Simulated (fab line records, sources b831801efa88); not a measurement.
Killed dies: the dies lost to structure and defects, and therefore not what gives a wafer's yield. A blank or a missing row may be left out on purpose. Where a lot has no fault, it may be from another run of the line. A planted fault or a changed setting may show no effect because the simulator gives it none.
fab line records ; flow gf180mcu
[record] lots = 5; wafers = 15; last_day = 33
route steps=602 shown M4@472 V4@476
lots with no fault: from the same line, run without faults
start_h: hours from the record's first day to the start of the lot's first wafer shown ; wait_h: hours since the lot's step before ; " as in the row above ; L1.1+2: one row covering several wafers at once ; - either no value or no given start ; * or withheld: withheld ; < > ~ a bound
route shown NAME@n: NAME is a module with steps in the file, n the number in the route of the first one ; usual: mean and standard deviation over wafers with no fault ; same: alike in all rows ; chamber/n: place in a boat ; sites: readings site by site ; _std_site: how widely they spread, as a standard deviation ; _edge_site: the outer-site mean with the inner-site mean subtracted ; radius_mm: how far each site lies from the wafer's centre ; mask NAME#n: copy n ; behind: the last tool/chamber to shape the wafer ; hold: reason for holding the lot/hours on hold/outcome of the hold ; device: the n, p or np transistor that did not switch ; end of line: at the end of the route, the tests of the same wafers ; for a step that has no rows: nothing shown but its recipe ; killed: not the wafer's yield, but the dies lost to structure and defects at the first sort ; map: dies across one wafer; x = killed, . = not, _ = none there
set.NAME: setting as actually run; set.NAME@STEP: the setting as run at that earlier step ; model.NAME: the simulator's own value behind a step, which no gauge read
certain route steps with their lots: each step a table, each wafer a row
services: when a tool's chamber went out of use (start_h, in hours from the record's first day, below 0 if earlier), for how many hours, and the reason
[[steps]]
[step GF_M4_METAL_ETCH_16]
[recipe] chemistry = Cl2/BCl3; mask_material = KrF; target_depth_nm = 627.5; stop_on = SiO2; pressure_mtorr = 8; icp_w = 800; bias_w = 140; Cl2_flow_sccm = 80; bcl3_flow_sccm = 40; time_s = 104.6
[usual] bcl3_flow_sccm = 40.00/0.11; chamber_pressure_mTorr = 7.999/0.0079; drypump_motor_current_A = 5.7/0.32; oes_product_au = 0.973/0.0062; throttle_valve_pct = 28.249/0.0098
lot.wafer;tool;chamber;start_h;wait_h;bcl3_flow_sccm;chamber_pressure_mTorr;drypump_motor_current_A;oes_product_au;rf_hours_counter_h;throttle_valve_pct
L079.1;rie_metal-01;0;581.02;0.0;40.11;7.988;5.4;0.971;9;28.258
L079.2;rie_metal-01;1;581.02;0.0;40.14;8.009;5.7;0.972;10;28.243
L079.4;rie_metal-01;0;581.02;0.0;39.96;8.004;5.4;0.975;-;28.243
L080.1;rie_metal-02;0;595.64;0.0;40.15;7.998;5.6;0.986;6;28.226
L080.2;rie_metal-02;1;595.64;0.0;40.02;7.995;5.7;0.977;2;28.242
L080.4;rie_metal-02;1;595.64;0.0;40.02;8.002;5.7;0.977;-;28.252
L081.2;rie_metal-03;1;601.87;0.0;39.98;8.002;6.2;0.972;1;28.259
L081.4;rie_metal-03;0;601.87;0.0;39.90;8.008;5.1;0.973;-;28.248
L081.5;rie_metal-03;0;601.87;0.0;39.91;8.004;5.1;0.965;-;28.256
L090.1;rie_metal-03;0;669.58;0.0;40.13;7.997;5.1;0.978;8;28.250
L090.2;rie_metal-03;1;669.58;0.0;40.05;7.977;6.2;0.967;3;28.240
L090.4;rie_metal-03;0;669.58;0.0;40.00;7.991;5.1;0.972;-;28.259
L092.4;rie_metal-02;1;684.01;0.0;39.77;8.003;5.6;0.976;-;28.256
L092.5;rie_metal-02;0;684.01;0.0;39.97;8.007;5.6;0.972;-;28.241
L092.6;rie_metal-02;1;684.01;0.0;39.90;7.994;5.6;0.974;-;28.225
[step GF_M4_STRIP_17]
[recipe] chemistry = O2/N2; power_w = 1400; pressure_mtorr = 1500; platen_temp_c = 250; o2_flow_sccm = 3000; n2_flow_sccm = 300; overash_fraction = 0.5
[usual] chamber_pressure_mTorr = 1500.0/1.3; drypump_motor_current_A = 6.1/0.43; heater_power_w = 351/30; oes_product_au = 0.557/0.0044; strip_time_to_endpoint_s = 7.88/0.042
lot.wafer;tool;chamber;start_h;wait_h;chamber_pressure_mTorr;drypump_motor_current_A;heater_power_w;oes_product_au;rf_hours_counter_h;strip_time_to_endpoint_s
L079.1;plasma_asher-03;1;581.14;0.1;1500.3;5.5;323;0.557;85;7.90
L079.2;plasma_asher-03;0;581.14;0.1;1500.9;5.4;311;0.563;85;7.88
L079.4;plasma_asher-03;1;581.14;0.1;1499.5;5.5;316;0.562;-;7.91
L080.1;plasma_asher-02;1;595.75;0.1;1501.2;5.8;406;0.553;95;7.81
L080.2;plasma_asher-02;0;595.75;0.1;1500.2;5.6;397;0.557;95;7.81
L080.4;plasma_asher-02;0;595.75;0.1;1500.9;5.6;397;0.554;-;7.79
L081.2;plasma_asher-03;0;601.99;0.1;1498.3;5.5;313;0.562;88;7.89
L081.4;plasma_asher-03;0;601.99;0.1;1499.0;5.5;321;0.561;-;7.89
L081.5;plasma_asher-03;1;601.99;0.1;1500.2;5.5;325;0.551;-;7.84
L090.1;plasma_asher-04;1;669.69;0.1;1497.7;6.6;366;0.559;26;7.85
L090.2;plasma_asher-04;0;669.69;0.1;1496.8;6.3;327;0.561;26;7.91
L090.4;plasma_asher-04;1;669.69;0.1;1499.8;6.6;359;0.561;-;7.88
L092.4;plasma_asher-04;0;684.12;0.1;1499.3;6.3;335;0.551;-;7.93
L092.5;plasma_asher-04;0;684.12;0.1;1500.8;6.3;341;0.565;-;7.97
L092.6;plasma_asher-04;1;684.12;0.1;1499.1;6.6;381;0.563;-;7.88
[step GF_M4_STRIP_18]
[recipe] chemistry = post_etch_residue_remover; time_s = 1200; temp_c = 72.5
lot.wafer;tool;chamber;start_h;wait_h
L079.1+2+4;wet_bench-02;0;581.24;0.1
L080.1+2+4;wet_bench-01;3;595.85;0.1
L081.2+4+5;wet_bench-02;1;602.09;0.1
L090.1+2+4;wet_bench-02;2;669.79;0.1
L092.4+5+6;wet_bench-04;3;684.19;0.0
[step GF_M4_CLEAN_19]
[recipe] chemistry = DIW; dry = n2_spin
lot.wafer;tool;chamber;start_h;wait_h
L079.1+2+4;wet_bench-01;2;581.58;0.0
L080.1+2+4;wet_bench-02;0;596.19;0.0
L081.2+4+5;wet_bench-04;1;602.46;0.0
L090.1+2+4;wet_bench-04;0;670.13;0.0
L092.4+5+6;wet_bench-02;0;684.56;0.0
[step GF_V4_CVD_00]
[recipe] material = SiO2; target_thk_nm = 600; sigma_open_frac = 0.3; temp_c = 400; time_s = 100; sih4_flow_sccm = 60; pressure_mtorr = 6
lot.wafer;tool;chamber;start_h;wait_h
L079.1+2+4;hdpcvd-01;2,1,0;581.67;0.0
L080.1+2+4;hdpcvd-02;1,0,1;596.29;0.0
L081.2+4+5;hdpcvd-02;2,2,1;602.56;0.0
L090.1+2+4;hdpcvd-01;1,0,1;670.22;0.0
L092.4+5+6;hdpcvd-02;2,1,0;684.69;0.0
[step GF_V4_THK_MEAS_01]
[recipe] reads = SiO2_of_V4_CVD_00
[usual] V4_CVD_00_THK = 600/5.5
lot.wafer;tool;chamber;start_h;wait_h;V4_CVD_00_THK[nm]
L079.1;film_metro-01;-;581.74;0.0;604
L079.2;film_metro-01;-;581.74;0.0;600
L079.4;film_metro-01;-;581.74;0.0;603
L080.1;film_metro-03;-;596.36;0.0;603
L080.2;film_metro-03;-;596.36;0.0;612
L080.4;film_metro-03;-;596.36;0.0;601
L081.2;film_metro-04;-;602.64;0.0;596
L081.4;film_metro-04;-;602.64;0.0;604
L081.5;film_metro-04;-;602.64;0.0;603
L090.1;film_metro-01;-;670.29;0.0;600
L090.2;film_metro-01;-;670.29;0.0;607
L090.4;film_metro-01;-;670.29;0.0;590
L092.4;film_metro-01;-;684.76;0.0;603
L092.5;film_metro-01;-;684.76;0.0;607
L092.6;film_metro-01;-;684.76;0.0;616
[step GF_V4_CVD_02]
[recipe] material = SiO2; target_thk_nm = 850; precursor = TEOS; temp_c = 400; time_s = 94.851; rf_w = 600
[usual] heater_power_w = 678/80
lot.wafer;tool;chamber;start_h;wait_h;heater_power_w
L079.1;pecvd-04;0;581.80;0.1;784
L079.2;pecvd-04;1;581.80;0.1;587
L079.4;pecvd-04;0;581.80;0.1;649
L080.1;pecvd-01;1;596.42;0.1;597
L080.2;pecvd-01;0;596.42;0.1;669
L080.4;pecvd-01;2;596.42;0.1;780
L081.2;pecvd-04;0;602.69;0.0;764
L081.4;pecvd-04;2;602.69;0.0;603
L081.5;pecvd-04;0;602.69;0.0;808
L090.1;pecvd-03;2;670.35;0.1;729
L090.2;pecvd-03;1;670.35;0.1;692
L090.4;pecvd-03;2;670.35;0.1;568
L092.4;pecvd-04;0;684.83;0.1;727
L092.5;pecvd-04;1;684.83;0.1;651
L092.6;pecvd-04;2;684.83;0.1;591
[step GF_V4_THK_MEAS_03]
[recipe] reads = SiO2_of_V4_CVD_02
[usual] V4_CVD_02_THK = 852/11
lot.wafer;tool;chamber;start_h;wait_h;V4_CVD_02_THK[nm]
L079.1;film_metro-03;-;581.87;0.0;845
L079.2;film_metro-03;-;581.87;0.0;840
L079.4;film_metro-03;-;581.87;0.0;852
L080.1;film_metro-01;-;596.49;0.0;842
L080.2;film_metro-01;-;596.49;0.0;825
L080.4;film_metro-01;-;596.49;0.0;845
L081.2;film_metro-04;-;602.77;0.0;837
L081.4;film_metro-04;-;602.77;0.0;857
L081.5;film_metro-04;-;602.77;0.0;853
L090.1;film_metro-01;-;670.42;0.0;846
L090.2;film_metro-01;-;670.42;0.0;851
L090.4;film_metro-01;-;670.42;0.0;865
L092.4;film_metro-04;-;684.89;0.0;854
L092.5;film_metro-04;-;684.89;0.0;845
L092.6;film_metro-04;-;684.89;0.0;842
[step GF_V4_CMP_04]
[recipe] material = SiO2; down_force_psi = 4; platen_rpm = 60; pad_velocity_m_s = 0.94248
[usual] motor_current_A = 11.9/1.1; time_to_endpoint_s = 81/5
lot.wafer;tool;chamber;start_h;wait_h;motor_current_A;time_to_endpoint_s
L079.2;cmp-02;3;581.93;0.0;13.5;76
L079.4;cmp-02;1;581.93;0.0;12.0;83
L079.1;cmp-02;2;581.93;0.0;10.1;77
L080.4;cmp-02;3;596.55;0.0;13.2;81
L080.2;cmp-02;0;596.55;0.0;13.4;71
L080.1;cmp-02;2;596.55;0.0;10.5;79
L081.4;cmp-01;3;602.99;0.2;10.8;85
L081.2;cmp-01;2;602.99;0.2;12.1;75
L081.5;cmp-01;3;602.99;0.2;10.6;84
L090.1;cmp-01;1;670.53;0.1;11.2;81
L090.2;cmp-01;2;670.53;0.1;12.6;79
L090.4;cmp-01;3;670.53;0.1;10.8;89
L092.4;cmp-01;0;684.97;0.1;11.7;87
L092.6;cmp-01;3;684.97;0.1;10.4;80
L092.5;cmp-01;0;684.97;0.1;12.2;84
[step GF_V4_BOW_MEAS_05]
[recipe] mode = bow
[usual] V4_BOW = 133/10
lot.wafer;tool;chamber;start_h;wait_h;V4_BOW[um]
L079.1;film_metro-04;-;582.23;0.1;133
L079.2;film_metro-04;-;582.23;0.1;144
L079.4;film_metro-04;-;582.23;0.1;134
L080.1;film_metro-04;-;596.85;0.1;140
L080.2;film_metro-04;-;596.85;0.1;133
L080.4;film_metro-04;-;596.85;0.1;143
L081.2;film_metro-04;-;603.31;0.1;140
L081.4;film_metro-04;-;603.31;0.1;141
L081.5;film_metro-04;-;603.31;0.1;138
L090.1;film_metro-01;-;670.78;0.2;125
L090.2;film_metro-01;-;670.78;0.2;129
L090.4;film_metro-01;-;670.78;0.2;113
L092.4;film_metro-01;-;685.28;0.3;125
L092.5;film_metro-01;-;685.28;0.3;131
L092.6;film_metro-01;-;685.28;0.3;123
[step GF_V4_DEHYDRATE_06]
[recipe] temp_c = 200; time_s = 60
[usual] plate_temp_C = 199.99/0.16
lot.wafer;tool;chamber;start_h;wait_h;plate_temp_C
L079.1;litho_track-02;0;592.17;9.9;199.87
L079.2;litho_track-02;0;592.17;9.9;200.13
L079.4;litho_track-02;0;592.17;9.9;200.01
L080.1;litho_track-02;0;606.17;9.3;200.10
L080.2;litho_track-02;0;606.17;9.3;200.15
L080.4;litho_track-02;0;606.17;9.3;200.14
L081.2;litho_track-04;0;612.75;9.4;199.81
L081.4;litho_track-04;0;612.75;9.4;199.75
L081.5;litho_track-04;0;612.75;9.4;199.97
L090.1;litho_track-04;0;679.62;8.8;199.92
L090.2;litho_track-04;0;679.62;8.8;200.10
L090.4;litho_track-04;0;679.62;8.8;199.99
L092.4;litho_track-03;0;693.56;8.3;199.72
L092.5;litho_track-03;0;693.56;8.3;199.93
L092.6;litho_track-03;0;693.56;8.3;199.85
[step GF_V4_HMDS_07]
[recipe] prime_time_s = 60; prime_temp_c = 120
lot.wafer;tool;chamber;start_h;wait_h
L079.1+2+4;litho_track-02;0;592.32;0.1
L080.1+2+4;litho_track-02;0;606.32;0.1
L081.2+4+5;litho_track-04;0;612.90;0.1
L090.1+2+4;litho_track-04;0;679.77;0.1
L092.4+5+6;litho_track-03;0;693.71;0.1
[step GF_V4_COAT_08]
[recipe] resist = BARC; temp_c = withheld; time_s = withheld; spin_rpm = withheld; resist_thk_nm = withheld
lot.wafer;tool;chamber;start_h;wait_h
L079.1+2+4;litho_track-02;0;592.47;0.1
L080.1+2+4;litho_track-02;0;606.47;0.1
L081.2+4+5;litho_track-04;0;613.05;0.1
L090.1+2+4;litho_track-04;0;679.92;0.1
L092.4+5+6;litho_track-03;0;693.86;0.1
[step GF_V4_COAT_09]
[recipe] resist = KrF; spin_rpm = withheld; resist_thk_nm = 1000
lot.wafer;tool;chamber;start_h;wait_h
L079.1+2+4;litho_track-02;0;-;-
L080.1+2+4;litho_track-02;0;-;-
L081.2+4+5;litho_track-04;0;-;-
L090.1+2+4;litho_track-04;0;-;-
L092.4+5+6;litho_track-03;0;-;-
[step GF_V4_SOFTBAKE_10]
[recipe] temp_c = 130; time_s = 60; resist = KrF
[usual] plate_temp_C = 129.95/0.14
lot.wafer;tool;chamber;start_h;wait_h;plate_temp_C
L079.1;litho_track-02;0;-;-;130.19
L079.2;litho_track-02;0;-;-;129.87
L079.4;litho_track-02;0;-;-;129.81
L080.1;litho_track-02;0;-;-;130.00
L080.2;litho_track-02;0;-;-;130.00
L080.4;litho_track-02;0;-;-;130.07
L081.2;litho_track-04;0;-;-;130.10
L081.4;litho_track-04;0;-;-;129.94
L081.5;litho_track-04;0;-;-;130.05
L090.1;litho_track-04;0;-;-;129.90
L090.2;litho_track-04;0;-;-;129.83
L090.4;litho_track-04;0;-;-;129.72
L092.4;litho_track-03;0;-;-;130.10
L092.5;litho_track-03;0;-;-;130.01
L092.6;litho_track-03;0;-;-;130.30
[step GF_V4_EXPOSE_11]
[recipe] mask_id = Via4; target_cd_nm = 260; na = 0.68; source_shape = conventional; sigma_outer = 0.6; dose_mj = 38
[usual] exposure_dose_mJ_cm2 = 38.65/0.038
lot.wafer;tool;chamber;start_h;wait_h;mask;exposure_dose_mJ_cm2
L079.1;krf_scanner-02;0;-;-;Via4#0;38.61
L079.2;krf_scanner-02;0;-;-;Via4#0;38.61
L079.4;krf_scanner-02;0;-;-;Via4#0;38.69
L080.1;krf_scanner-01;0;-;-;Via4#0;38.64
L080.2;krf_scanner-01;0;-;-;Via4#0;38.57
L080.4;krf_scanner-01;0;-;-;Via4#0;38.62
L081.2;krf_scanner-02;0;-;-;Via4#0;38.65
L081.4;krf_scanner-02;0;-;-;Via4#0;38.68
L081.5;krf_scanner-02;0;-;-;Via4#0;38.64
L090.1;krf_scanner-02;0;-;-;Via4#0;38.60
L090.2;krf_scanner-02;0;-;-;Via4#0;38.63
L090.4;krf_scanner-02;0;-;-;Via4#0;38.62
L092.4;krf_scanner-02;0;-;-;Via4#0;38.63
L092.5;krf_scanner-02;0;-;-;Via4#0;38.66
L092.6;krf_scanner-02;0;-;-;Via4#0;38.66
[step GF_V4_PEB_12]
[recipe] peb_temp_c = 134.1; peb_time_s = 90; resist = KrF
[usual] plate_temp_C = 134.08/0.15
lot.wafer;tool;chamber;start_h;wait_h;plate_temp_C
L079.1;litho_track-03;0;-;-;133.78
L079.2;litho_track-03;0;-;-;133.77
L079.4;litho_track-03;0;-;-;133.94
L080.1;litho_track-04;0;-;-;134.08
L080.2;litho_track-04;0;-;-;134.12
L080.4;litho_track-04;0;-;-;134.40
L081.2;litho_track-02;0;-;-;134.01
L081.4;litho_track-02;0;-;-;134.13
L081.5;litho_track-02;0;-;-;134.19
L090.1;litho_track-04;0;-;-;133.94
L090.2;litho_track-04;0;-;-;134.08
L090.4;litho_track-04;0;-;-;134.15
L092.4;litho_track-04;0;-;-;134.06
L092.5;litho_track-04;0;-;-;133.82
L092.6;litho_track-04;0;-;-;133.84
[step GF_V4_DEVELOP_13]
[recipe] develop_time_s = 60; resist = KrF; dev_temp_c = 21
lot.wafer;tool;chamber;start_h;wait_h
L079.1+2+4;litho_track-03;0;603.23;0.2
L080.1+2+4;litho_track-04;0;616.97;0.2
L081.2+4+5;litho_track-02;0;624.09;0.2
L090.1+2+4;litho_track-04;0;689.17;0.2
L092.4+5+6;litho_track-04;0;703.75;0.1
[step GF_V4_CD_MEAS_14]
[recipe] target_cd_nm = 260
[usual] cd_nm = 259.8/1.4
lot.wafer;tool;chamber;start_h;wait_h;cd_nm
L079.1;cd_sem-02;-;603.38;0.1;259.6
L079.2;cd_sem-02;-;603.38;0.1;260.3
L079.4;cd_sem-02;-;603.38;0.1;259.6
L080.1;cd_sem-01;-;617.12;0.1;256.7
L080.2;cd_sem-01;-;617.12;0.1;257.0
L080.4;cd_sem-01;-;617.12;0.1;257.4
L081.2;cd_sem-01;-;624.24;0.1;258.9
L081.4;cd_sem-01;-;624.24;0.1;257.1
L081.5;cd_sem-01;-;624.24;0.1;259.5
L090.1;cd_sem-01;-;689.32;0.1;260.7
L090.2;cd_sem-01;-;689.32;0.1;258.5
L090.4;cd_sem-01;-;689.32;0.1;260.2
L092.4;cd_sem-01;-;703.88;0.1;256.9
L092.5;cd_sem-01;-;703.88;0.1;259.4
L092.6;cd_sem-01;-;703.88;0.1;258.1
[step GF_V4_OVL_MEAS_15]
[usual] V4_OVL = 4/5.7
lot.wafer;tool;chamber;start_h;wait_h;V4_OVL[nm]
L079.1;overlay-02;-;603.51;0.1;-2
L079.2;overlay-02;-;603.51;0.1;-9
L079.4;overlay-02;-;603.51;0.1;-2
L080.1;overlay-01;-;617.24;0.1;2
L080.2;overlay-01;-;617.24;0.1;5
L080.4;overlay-01;-;617.24;0.1;9
L081.2;overlay-02;-;624.34;0.1;-6
L081.4;overlay-02;-;624.34;0.1;-2
L081.5;overlay-02;-;624.34;0.1;-1
L090.1;overlay-01;-;689.44;0.1;4
L090.2;overlay-01;-;689.44;0.1;10
L090.4;overlay-01;-;689.44;0.1;5
L092.4;overlay-02;-;703.96;0.1;1
L092.5;overlay-02;-;703.96;0.1;-1
L092.6;overlay-02;-;703.96;0.1;-2
[step GF_V4_ETCH_16]
[recipe] chemistry = N2/H2; target_depth_a = withheld; overetch_a = withheld; time_s = withheld; target = BARC; ion_energy_ev = 200; source_w = 500; bias_w = 100; pressure_mtorr = 30; n2_flow_sccm = 100; h2_flow_sccm = 200
[usual] chamber_pressure_mTorr = 30.000/0.029; drypump_motor_current_A = 5.9/0.5; oes_product_au = 0.855/0.005; throttle_valve_pct = 13.224/0.0096
lot.wafer;tool;chamber;start_h;wait_h;chamber_pressure_mTorr;drypump_motor_current_A;oes_product_au;throttle_valve_pct
L079.1;rie_diel-02;3;603.54;0.0;29.946;5.9;0.857;13.221
L079.2;rie_diel-02;1;603.54;0.0;29.989;5.4;0.858;13.216
L079.4;rie_diel-02;3;603.54;0.0;30.000;5.9;0.851;13.220
L080.1;rie_diel-04;3;617.28;0.0;30.003;5.6;0.863;13.217
L080.2;rie_diel-04;0;617.28;0.0;30.008;5.1;0.849;13.233
L080.4;rie_diel-04;1;617.28;0.0;29.994;5.4;0.855;13.230
L081.2;rie_diel-02;1;624.37;0.0;30.013;5.3;0.859;13.220
L081.4;rie_diel-02;0;624.37;0.0;29.921;6.1;0.849;13.218
L081.5;rie_diel-02;1;624.37;0.0;30.011;5.4;0.851;13.223
L090.1;rie_diel-02;1;689.48;0.0;30.021;5.3;0.869;13.207
L090.2;rie_diel-02;3;689.48;0.0;30.023;5.9;0.854;13.227
L090.4;rie_diel-02;0;689.48;0.0;30.003;6.1;0.855;13.234
L092.4;rie_diel-04;3;703.98;0.0;29.995;5.6;0.857;13.229
L092.5;rie_diel-04;0;703.98;0.0;29.994;5.1;0.846;13.223
L092.6;rie_diel-04;1;703.98;0.0;29.998;5.4;0.858;13.227
[step GF_V4_ETCH_17]
[recipe] chemistry = C4F8/O2/Ar; mask_material = KrF; target = SiO2; stop_on = TiN; source_w = 1500; bias_w = 1200; pressure_mtorr = 40; c4f8_flow_sccm = withheld; O2_flow_sccm = 6; Ar_flow_sccm = 300; time_s = withheld; target_depth_a = 6300
[usual] chamber_pressure_mTorr = 40.00/0.036; oes_product_au = 0.855/0.0048
lot.wafer;tool;chamber;start_h;wait_h;chamber_pressure_mTorr;oes_product_au
L079.1;rie_diel-02;3;-;-;40.05;0.849
L079.2;rie_diel-02;1;-;-;39.98;0.850
L079.4;rie_diel-02;3;-;-;40.08;0.850
L080.1;rie_diel-04;3;-;-;40.03;0.851
L080.2;rie_diel-04;0;-;-;39.99;0.867
L080.4;rie_diel-04;1;-;-;40.01;0.858
L081.2;rie_diel-02;1;-;-;40.00;0.859
L081.4;rie_diel-02;0;-;-;40.03;0.862
L081.5;rie_diel-02;1;-;-;39.97;0.859
L090.1;rie_diel-02;1;-;-;39.93;0.854
L090.2;rie_diel-02;3;-;-;40.02;0.850
L090.4;rie_diel-02;0;-;-;39.93;0.849
L092.4;rie_diel-04;3;-;-;39.95;0.852
L092.5;rie_diel-04;0;-;-;39.99;0.857
L092.6;rie_diel-04;1;-;-;39.92;0.851
[step GF_V4_STRIP_18]
[recipe] chemistry = O2/N2; power_w = 1400; pressure_mtorr = 1500; platen_temp_c = 250; o2_flow_sccm = 3000; n2_flow_sccm = 300; overash_fraction = 0.5
[usual] chamber_pressure_mTorr = 1500.0/1.3; drypump_motor_current_A = 5.9/0.4; heater_power_w = 359/38; oes_product_au = 0.592/0.0049
lot.wafer;tool;chamber;start_h;wait_h;chamber_pressure_mTorr;drypump_motor_current_A;heater_power_w;oes_product_au;rf_hours_counter_h
L079.1;plasma_asher-03;0;603.67;-;1500.2;5.5;325;0.597;88
L079.2;plasma_asher-03;1;603.67;-;1499.3;5.5;323;0.598;88
L079.4;plasma_asher-03;0;603.67;-;1500.7;5.5;307;0.593;-
L080.1;plasma_asher-02;1;617.41;-;1502.5;5.8;411;0.593;96
L080.2;plasma_asher-02;0;617.41;-;1498.7;5.6;392;0.589;96
L080.4;plasma_asher-02;1;617.41;-;1501.2;5.8;403;0.598;-
L081.2;plasma_asher-03;0;624.50;-;1500.5;5.5;313;0.593;90
L081.4;plasma_asher-03;0;624.50;-;1501.1;5.5;311;0.592;-
L081.5;plasma_asher-03;1;624.50;-;1498.2;5.5;315;0.596;-
L090.1;plasma_asher-01;0;689.61;-;1500.5;6.6;334;0.592;60
L090.2;plasma_asher-01;1;689.61;-;1499.2;6.2;343;0.586;60
L090.4;plasma_asher-01;0;689.61;-;1501.1;6.6;335;0.590;-
L092.4;plasma_asher-02;1;704.14;-;1499.7;5.8;409;0.587;-
L092.5;plasma_asher-02;0;704.14;-;1498.3;5.6;389;0.597;-
L092.6;plasma_asher-02;1;704.14;-;1500.0;5.8;411;0.588;-
[step GF_V4_STRIP_19]
[recipe] chemistry = post_etch_residue_remover; time_s = 1200; temp_c = 72.5
lot.wafer;tool;chamber;start_h;wait_h
L079.1+2+4;wet_bench-02;0;603.77;0.1
L080.1+2+4;wet_bench-02;0;617.51;0.1
L081.2+4+5;wet_bench-04;3;624.60;0.1
L090.1+2+4;wet_bench-03;1;689.71;0.1
L092.4+5+6;wet_bench-02;2;704.21;0.0
[step GF_V4_CLEAN_20]
[recipe] chemistry = DIW; dry = n2_spin
lot.wafer;tool;chamber;start_h;wait_h
L079.1+2+4;wet_bench-03;2;604.14;0.0
L080.1+2+4;wet_bench-04;2;617.85;0.0
L081.2+4+5;wet_bench-03;0;624.94;0.0
L090.1+2+4;wet_bench-04;2;690.05;0.0
L092.4+5+6;wet_bench-04;2;704.55;0.0
[step GF_V4_SPUTTER_21]
[recipe] material = Ti; target_thk_nm = 15; chamber_pressure_pa = 5; power_w = 2500; substrate_temp_c = 200; time_s = 80.02
[usual] throttle_valve_pct = 30.1/0.56
lot.wafer;tool;chamber;start_h;wait_h;throttle_valve_pct
L079.1;pvd_sputter-02;-;604.24;0.0;31.6
L079.2;pvd_sputter-02;-;604.24;0.0;30.2
L079.4;pvd_sputter-02;-;604.24;0.0;29.0
L080.1;pvd_sputter-02;-;617.94;0.0;31.4
L080.2;pvd_sputter-02;-;617.94;0.0;28.9
L080.4;pvd_sputter-02;-;617.94;0.0;30.1
L081.2;pvd_sputter-03;-;625.04;0.0;29.6
L081.4;pvd_sputter-03;-;625.04;0.0;29.8
L081.5;pvd_sputter-03;-;625.04;0.0;29.5
L090.1;pvd_sputter-04;-;690.15;0.0;30.4
L090.2;pvd_sputter-04;-;690.15;0.0;30.3
L090.4;pvd_sputter-04;-;690.15;0.0;29.7
L092.4;pvd_sputter-03;-;704.64;0.0;30.6
L092.5;pvd_sputter-03;-;704.64;0.0;30.7
L092.6;pvd_sputter-03;-;704.64;0.0;30.3
[step GF_V4_SPUTTER_22]
[recipe] material = TiN; target_thk_nm = 10; chamber_pressure_pa = 5; power_w = 4000; time_s = 40
[usual] throttle_valve_pct = 30.1/0.54
lot.wafer;tool;chamber;start_h;wait_h;throttle_valve_pct
L079.1;pvd_sputter-02;-;604.30;0.0;31.2
L079.2;pvd_sputter-02;-;604.30;0.0;30.1
L079.4;pvd_sputter-02;-;604.30;0.0;29.4
L080.1;pvd_sputter-02;-;618.00;0.0;31.4
L080.2;pvd_sputter-02;-;618.00;0.0;29.1
L080.4;pvd_sputter-02;-;618.00;0.0;30.0
L081.2;pvd_sputter-03;-;625.10;0.0;29.5
L081.4;pvd_sputter-03;-;625.10;0.0;29.9
L081.5;pvd_sputter-03;-;625.10;0.0;29.5
L090.1;pvd_sputter-04;-;690.21;0.0;30.5
L090.2;pvd_sputter-04;-;690.21;0.0;30.3
L090.4;pvd_sputter-04;-;690.21;0.0;29.7
L092.4;pvd_sputter-03;-;704.70;0.0;30.4
L092.5;pvd_sputter-03;-;704.70;0.0;30.7
L092.6;pvd_sputter-03;-;704.70;0.0;30.6
[step GF_V4_CVD_23]
[recipe] material = W; target_thk_nm = 350; time_s = 104.9; temp_c = 400; pressure_torr = 40
[usual] heater_power_w = 832/79
lot.wafer;tool;chamber;start_h;wait_h;heater_power_w
L079.1;cvd_w-02;0;604.34;0.0;899
L079.2;cvd_w-02;1;604.34;0.0;701
L079.4;cvd_w-02;0;604.34;0.0;925
L080.1;cvd_w-01;1;618.04;0.0;792
L080.2;cvd_w-01;0;618.04;0.0;891
L080.4;cvd_w-01;1;618.04;0.0;805
L081.2;cvd_w-01;1;625.14;0.0;795
L081.4;cvd_w-01;0;625.14;0.0;885
L081.5;cvd_w-01;0;625.14;0.0;893
L090.1;cvd_w-02;0;690.25;0.0;937
L090.2;cvd_w-02;1;690.25;0.0;729
L090.4;cvd_w-02;1;690.25;0.0;709
L092.4;cvd_w-02;0;704.78;0.1;914
L092.5;cvd_w-02;1;704.78;0.1;697
L092.6;cvd_w-02;0;704.78;0.1;955
[step GF_V4_RS_MEAS_24]
[recipe] thk_meas_gauge = four-point-probe; reads = W_of_V4_CVD_23+TiN_of_V4_SPUTTER_22+Ti_of_V4_SPUTTER_21
[usual] V4_W_RS = 0.328/0.0034
lot.wafer;tool;chamber;start_h;wait_h;V4_W_RS[ohm/sq]
L079.1;film_metro-04;-;604.45;0.1;0.331
L079.2;film_metro-04;-;604.45;0.1;0.327
L079.4;film_metro-04;-;604.45;0.1;0.325
L080.1;film_metro-03;-;618.15;0.1;0.331
L080.2;film_metro-03;-;618.15;0.1;0.332
L080.4;film_metro-03;-;618.15;0.1;0.334
L081.2;film_metro-01;-;625.27;0.1;0.330
L081.4;film_metro-01;-;625.27;0.1;0.330
L081.5;film_metro-01;-;625.27;0.1;0.327
L090.1;film_metro-01;-;690.36;0.1;0.326
L090.2;film_metro-01;-;690.36;0.1;0.330
L090.4;film_metro-01;-;690.36;0.1;0.327
L092.4;film_metro-01;-;704.91;0.1;0.324
L092.5;film_metro-01;-;704.91;0.1;0.328
L092.6;film_metro-01;-;704.91;0.1;0.325
[[services]]
tool;chamber;start_h;hours;kind
rie_metal-03;-;557.03;2.8;pm
rie_diel-04;0;557.96;1.7;repair
rie_diel-02;1;560.52;19.2;repair
krf_scanner-02;-;562.14;1.3;pm
plasma_asher-02;-;569.62;0.6;repair
cmp-01;-;572.00;4.0;pm
cvd_w-02;-;580.15;0.5;repair
cmp-01;-;585.98;2.4;repair
plasma_asher-02;-;599.28;10.0;pm
rie_metal-02;0;617.63;1.5;repair
cvd_w-01;-;621.84;0.5;repair
plasma_asher-02;-;624.53;14.2;pm
cmp-02;-;638.21;11.7;pm
krf_scanner-02;-;644.07;0.9;repair
hdpcvd-02;-;652.06;0.8;pm
pecvd-04;-;658.23;1.1;repair
krf_scanner-02;-;659.82;0.8;pm
krf_scanner-02;-;665.51;0.8;pm
wet_bench-04;-;684.70;1.9;repair
rie_diel-02;2;687.21;16.8;repair
rie_diel-04;0;688.33;12.8;repair
wet_bench-02;-;688.81;3.0;repair
pvd_sputter-02;-;689.42;6.8;repair
pvd_sputter-03;-;696.67;5.0;repair
[[key]]
fault none
